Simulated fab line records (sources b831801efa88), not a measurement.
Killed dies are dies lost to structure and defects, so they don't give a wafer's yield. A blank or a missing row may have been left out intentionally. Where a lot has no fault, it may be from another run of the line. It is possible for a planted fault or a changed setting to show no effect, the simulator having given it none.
What tool caused it?	flow sky130	13 lots with 39 wafers sampled at 4 steps, on a route of 708 steps

## WHAT THE GAUGES SHOWED, per wafer
SKY_PAD_OPEN_BOW_MEAS_13. Usual: PAD_OPEN_BOW 48 um, standard deviation 10.
lot	measured	on	PAD_OPEN_BOW (um)	flag
L108	day 45 18:14	film metro-01	50 40 48	
L109	day 46 04:02	film metro-02	30 30 32	
L110	day 46 10:46	film metro-02	67 54 54	
L111	day 46 16:16	film metro-04	33 41 41	
L112	day 46 23:13	film metro-01	50 60 50	
L113	day 47 06:26	film metro-04	46 44 50	
L114	day 47 15:16	film metro-02	46 46 39	
L115	day 47 18:47	film metro-04	67 45 48	
L117	day 48 01:34	film metro-02	54 58 51	
L118	day 48 11:53	film metro-01	46 55 45	
L119	day 48 17:26	film metro-02	45 41 49	
L121	day 48 23:10	film metro-04	47 37 42	
L130	day 51 01:29	film metro-01	53 58 65	

## WHAT TOOL EACH LOT RAN ON (gives the tool, then ch and the chambers of the sampled wafers, and finally the start)
lot	SKY_CONTACT_CVD_00	SKY_CAP2M_SPUTTER_02	SKY_METAL5_STRIP_16
L108	pecvd-03 ch 0,2, day 30 07:59	pvd sputter-04, day 39 14:41	plasma asher-03 ch 0,1, day 43 18:39
L109	pecvd-03 ch 0,1,2, day 30 21:17	pvd sputter-03, day 40 04:49	plasma asher-01 ch 0,1, day 44 05:49
L110	pecvd-01 ch 0,1,2, day 31 06:19	pvd sputter-02, day 40 12:08	plasma asher-01 ch 0,1, day 44 13:41
L111	pecvd-01 ch 0,1,2, day 31 14:57	pvd sputter-03, day 40 16:59	plasma asher-04 ch 0,1, day 44 18:49
L112	pecvd-01 ch 0,1, day 31 23:19	pvd sputter-03, day 41 02:23	plasma asher-03 ch 0,1, day 45 02:46
L113	pecvd-03 ch 0,1,2, day 32 10:13	pvd sputter-04, day 41 10:53	plasma asher-01 ch 0,1, day 45 10:32
L114	pecvd-01 ch 0,2, day 32 20:44	pvd sputter-03, day 41 19:07	plasma asher-01 ch 0,1, day 45 17:58
L115	pecvd-03 ch 0,1,2, day 33 02:53	pvd sputter-02, day 42 01:55	plasma asher-03 ch 0,1, day 45 23:26
L117	pecvd-01 ch 0,2, day 33 11:08	pvd sputter-03, day 42 09:47	plasma asher-03 ch 0,1, day 46 06:59
L118	pecvd-01 ch 0,1, day 34 02:10	pvd sputter-03, day 42 22:20	plasma asher-04 ch 0,1, day 46 17:41
L119	pecvd-04 ch 0,1, day 34 09:13	pvd sputter-02, day 43 06:20	plasma asher-01 ch 0,1, day 47 00:15
L121	pecvd-03 ch 0,1,2, day 34 20:06	pvd sputter-03, day 43 14:27	plasma asher-04 ch 0,1, day 47 06:58
L130	pecvd-01 ch 0,1,2, day 37 19:10	pvd sputter-02, day 46 04:42	plasma asher-04 ch 0,1, day 49 14:31
- SKY_CONTACT_CVD_00: deposits Si3N4, target thk 75 nm.
- SKY_CAP2M_SPUTTER_02: material TiN, target thk 200 nm, time 166.7 s.
- SKY_METAL5_STRIP_16: strips in O2/N2.

## WHAT THE TOOLS THEMSELVES READ (means of the sampled wafers that have a number; where no wafer has one, the mark that the record gives instead)
SKY_CONTACT_CVD_00. Usual: heater power w at 747 W, with a standard deviation of 95.
lot	tool	heater power w (W)	flag
L108	pecvd-03	759	
L109	pecvd-03	737	
L110	pecvd-01	736	
L111	pecvd-01	782	
L112	pecvd-01	773	
L113	pecvd-03	679	
L114	pecvd-01	761	
L115	pecvd-03	688	
L117	pecvd-01	788	
L118	pecvd-01	662	
L119	pecvd-04	751	
L121	pecvd-03	702	
L130	pecvd-01	761	

SKY_CAP2M_SPUTTER_02. Usual: cathode dc power W 6500.1 W, standard deviation 1.2; throttle valve pct 29.9 %, standard deviation 1.4.
lot	tool	cathode dc power W (W)	throttle valve pct (%)	flag
L108	pvd sputter-04	6499.9	29.0	
L109	pvd sputter-03	6499.4	30.4	
L110	pvd sputter-02	6498.7	28.8	
L111	pvd sputter-03	6500.5	30.8	
L112	pvd sputter-03	6501.1	31.1	
L113	pvd sputter-04	6500.8	29.8	
L114	pvd sputter-03	6499.9	31.2	
L115	pvd sputter-02	6500.3	29.2	
L117	pvd sputter-03	6499.9	30.5	
L118	pvd sputter-03	6499.7	30.5	
L119	pvd sputter-02	6500.9	29.6	
L121	pvd sputter-03	6500.0	29.8	
L130	pvd sputter-02	6499.0	29.8	

SKY_METAL5_STRIP_16. Usual: drypump motor current A 6.1 A, standard deviation 0.7; oes product au 0.710 a.u., standard deviation 0.0042; strip time to endpoint s 13.11 s, standard deviation 0.13.
lot	tool	drypump motor current A (A)	oes product au (a.u.)	strip time to endpoint s (s)	flag
L108	plasma asher-03	6.6	0.708	13.02	
L109	plasma asher-01	6.1	0.709	13.12	
L110	plasma asher-01	6.4	0.710	13.10	
L111	plasma asher-04	5.3	0.710	13.09	
L112	plasma asher-03	6.6	0.706	13.01	
L113	plasma asher-01	6.1	0.711	13.06	
L114	plasma asher-01	6.1	0.712	13.18	
L115	plasma asher-03	6.6	0.711	13.14	
L117	plasma asher-03	6.6	0.703	13.12	
L118	plasma asher-04	5.8	0.711	13.27	
L119	plasma asher-01	6.2	0.713	13.14	
L121	plasma asher-04	5.8	0.712	12.82	
L130	plasma asher-04	5.8	0.714	13.16	

## THE ANSWER, worked out from the rows above alone
Rule: take the mean of a lot's wafers that have a number; if it is more than 3 standard deviations from the usual mean, the lot is off. Also off: a lot with no number at a reading for which 4 or more lots have one. All remaining lots with rows at the step are treated as sound. The gauges are gone through in route order, then the tools' own readings, and for those a lot's mean is taken as printed above. The first step at which some lot is off is used, and at that step the reading that is off furthest; a lot without a number counts as furthest.
No lot is off at any reading shown: from this, nothing can be told.

## WHAT THE SIMULATOR HAD INSERTED
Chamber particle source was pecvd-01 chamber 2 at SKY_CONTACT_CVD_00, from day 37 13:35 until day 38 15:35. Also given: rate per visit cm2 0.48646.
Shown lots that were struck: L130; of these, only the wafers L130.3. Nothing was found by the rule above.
